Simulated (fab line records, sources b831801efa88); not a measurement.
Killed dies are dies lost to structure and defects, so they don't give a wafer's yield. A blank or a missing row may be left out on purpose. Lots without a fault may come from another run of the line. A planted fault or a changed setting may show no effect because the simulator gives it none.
Chamber matching | flow sky130 | SKY_FIELD_ISO_CMP_27 on cmp-02: 4 sister chambers
The step polishes, stops on Si3N4, t overpolish 16 s, target thk 457.8 nm. 20 wafers are shown with their chamber, then 10 later ones without.

WAFERS WITH THEIR CHAMBER
wafer  | chamber | motor_current_A (A) | time_to_endpoint_s (s)
L857.1 | 0       | 11.7                | 113
L857.3 | 1       | 13.8                | 114
L857.6 | 3       | 12.4                | 111
L860.1 | 2       | 11.6                | 111
L860.4 | 1       | 13.6                | 108
L860.5 | 2       | 11.3                | 109
L862.3 | 0       | 11.7                | 113
L862.4 | 1       | 13.5                | 110
L862.6 | 1       | 13.7                | 110
L861.2 | 1       | 13.6                | 111
L861.3 | 3       | 12.5                | 112
L861.5 | 2       | 11.6                | 112
L863.1 | 0       | 11.7                | 110
L863.4 | 3       | 12.3                | 113
L863.5 | 0       | 11.4                | 115
L864.3 | 1       | 13.3                | 116
L864.4 | 2       | 11.6                | 116
L864.6 | 3       | 12.4                | 113
L865.2 | 2       | 11.7                | 109
L865.5 | 3       | 11.7                | 111

SIGNATURES (means of the wafers above)
reading            | chamber 0 | chamber 1 | chamber 2 | chamber 3 | scatter within a chamber
motor_current_A    | 11.625    | 13.583    | 11.560    | 12.260    | 0.212
time_to_endpoint_s | 112.75    | 111.50    | 111.40    | 112.00    | 2.42
Rule: a wafer's distance from a chamber is the root of the sum, over the readings, of the square of ((its reading less the chamber's mean) divided by the reading's scatter). The wafer belongs to the nearest chamber; if the next one is less than 2 further off, it can't be placed. The scatter: the root of (the sum of the squares of (reading less its chamber's mean) over the shown wafers, divided by (wafers less chambers)).

WAFERS WITHOUT THEIR CHAMBER
wafer  | motor_current_A (A) | time_to_endpoint_s (s)
L866.5 | 13.6                | 106
L866.6 | 11.8                | 109
L867.1 | 12.1                | 116
L867.5 | 11.2                | 114
L868.1 | 12.1                | 111
L868.5 | 12.8                | 112
L868.6 | 11.3                | 114
L880.1 | 12.0                | 119
L880.3 | 12.2                | 119
L880.5 | 13.5                | 116

WHICH CHAMBER EACH WENT THROUGH
wafer  | from the rows above          | in truth
L866.5 | 1                            | 1
L866.6 | can't be placed: 2 or 0 or 3 | 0
L867.1 | can't be placed: 3 or 0 or 2 | 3
L867.5 | can't be placed: 2 or 0      | 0
L868.1 | can't be placed: 3 or 0 or 2 | 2
L868.5 | can't be placed: 3 or 1      | 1
L868.6 | can't be placed: 0 or 2      | 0
L880.1 | can't be placed: 0 or 3 or 2 | 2
L880.3 | can't be placed: 3 or 0 or 2 | 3
L880.5 | 1                            | 1
Placed correctly: 2 of 10. Can't be placed from these rows: 8 (the true chamber is among the candidates in 8). Placed wrongly: 0.
